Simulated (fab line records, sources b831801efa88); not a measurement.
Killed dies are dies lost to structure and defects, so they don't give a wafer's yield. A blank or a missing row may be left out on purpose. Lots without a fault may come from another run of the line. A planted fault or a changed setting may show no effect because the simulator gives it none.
Split-lot experiment | flow sky130 | 5 lots, 23 wafers read, on a route of 708 steps

THE SPLIT
At SKY_PWDE_IMPLANT_08, the setting dose_cm2 was moved away from the recipe's 3.6e+12 on 9 of the 23 wafers read, by -6.7% to +3.1%. The other wafers ran this setting at the recipe's value.

FROM THE SPLIT TO THE READING: what the file shows between them, 5 steps
- SKY_PWDE_STRIP_09: strips in O2/N2
- SKY_PWDE_TW_MEAS_10
- SKY_NWELL_IMPLANT_13 (also split here: energy_kev)
- SKY_NWELL_IMPLANT_24 (also split here: energy_kev)
- SKY_NWELL_STRIP_25: strips in O2/N2

THE READING
PWDE_RS, in ohm/sq, at SKY_NWELL_RS_MEAS_31 (measures by four-point-probe). Fault-free wafers of this fab line usually give 5277 ohm/sq, standard deviation 18 ohm/sq.

wafer  | tool, chamber at the split | dose_cm2 as run | against the recipe | PWDE_RS, ohm/sq | against lot-mates on the recipe
L074.1 | implanter-03, 0            | 3.6e+12         | recipe             | 5267            | -
L074.4 | implanter-03, 0            | 3.6e+12         | recipe             | 5252            | -
L074.6 | implanter-03, 0            | 3.6e+12         | recipe             | 5267            | -
L077.1 | implanter-04, 0            | 3.6e+12         | recipe             | 5279            | -
L077.2 | implanter-04, 0            | 3.484e+12       | -3.2%              | 5437            | +165
L077.3 | implanter-04, 0            | 3.6e+12         | recipe             | 5274            | -
L077.4 | implanter-04, 0            | 3.6e+12         | recipe             | 5264            | -
L077.5 | implanter-04, 0            | 3.484e+12       | -3.2%              | 5427            | +155
L081.1 | implanter-04, 0            | 3.6e+12         | recipe             | 5283            | -
L081.2 | implanter-04, 0            | 3.712e+12       | +3.1%              | 5137            | -145
L081.4 | implanter-04, 0            | 3.6e+12         | recipe             | 5282            | -
L081.5 | implanter-04, 0            | 3.6e+12         | recipe             | 5280            | -
L081.6 | implanter-04, 0            | 3.712e+12       | +3.1%              | 5156            | -126
L082.1 | implanter-03, 0            | 3.6e+12         | recipe             | 5297            | -
L082.2 | implanter-03, 0            | 3.6e+12         | recipe             | 5288            | -
L082.3 | implanter-03, 0            | 3.359e+12       | -6.7%              | 5586            | +291
L082.4 | implanter-03, 0            | 3.359e+12       | -6.7%              | 5549            | +254
L082.6 | implanter-03, 0            | 3.6e+12         | recipe             | 5300            | -
L084.1 | implanter-04, 0            | 3.526e+12       | -2.1%              | 5366            | +82
L084.3 | implanter-04, 0            | 3.6e+12         | recipe             | 5289            | -
L084.4 | implanter-04, 0            | 3.6e+12         | recipe             | 5280            | -
L084.5 | implanter-04, 0            | 3.526e+12       | -2.1%              | 5384            | +100
L084.6 | implanter-04, 0            | 3.526e+12       | -2.1%              | 5374            | +90

THE FIT
A straight line over all 23 wafers: PWDE_RS changes by -43.8 ohm/sq for each +1% of dose_cm2; r = -0.99; the points scatter about the line by 13 ohm/sq.
The same after taking each lot's own level away (the mean of its wafers on the recipe; 23 wafers): -42.5 ohm/sq for each +1%; r = -0.99; scatter 12 ohm/sq.
On that fit, the largest move of dose_cm2 shifts the reading by 2.8e+02 ohm/sq.
The lots' own levels span 5262.0 to 5295.0 ohm/sq, that is 1.8 times the standard deviation above.
So the lot-to-lot level changes the slope little: the two slopes agree.
Check: with one of the wafers moved furthest among these (-6.7%) left out of the fit, the line predicts +283 ohm/sq for it against its lot-mates. It came out at +291 ohm/sq against them.

OTHER SPLITS ON THESE WAFERS
These wafers also went through other splits before the reading. Each is held against what the fit with the lots' levels taken away leaves over:
other split on the same wafers    | wafers away from the commonest value | r with PWDE_RS (lot level and that fit taken away)
SKY_FIELD_ISO_OXIDATION_01 temp_c | 10                                   | +0.40
SKY_DNWELL_COAT_02 resist_thk_nm  | 5                                    | +0.02
SKY_PWDE_COAT_02 resist_thk_nm    | 6                                    | +0.07
SKY_NWELL_IMPLANT_13 energy_kev   | 10                                   | -0.04
SKY_NWELL_IMPLANT_24 energy_kev   | 7                                    | +0.34

THE WHOLE CHAIN: every reading that the file lists as answering this split, in the file's order
step                 | what it does                 | reading | change (the file's fit)           | r (the file's)
SKY_PWDE_TW_MEAS_10  |                              | PWDE_TW | +1.14 for each +1% of the setting | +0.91
SKY_NWELL_RS_MEAS_31 | measures by four-point-probe | PWDE_RS | -42.5 for each +1% of the setting | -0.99

THE FILE'S OWN FIT
PWDE_RS changes by -42.5 ohm/sq for each +1% of dose_cm2, r = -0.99.
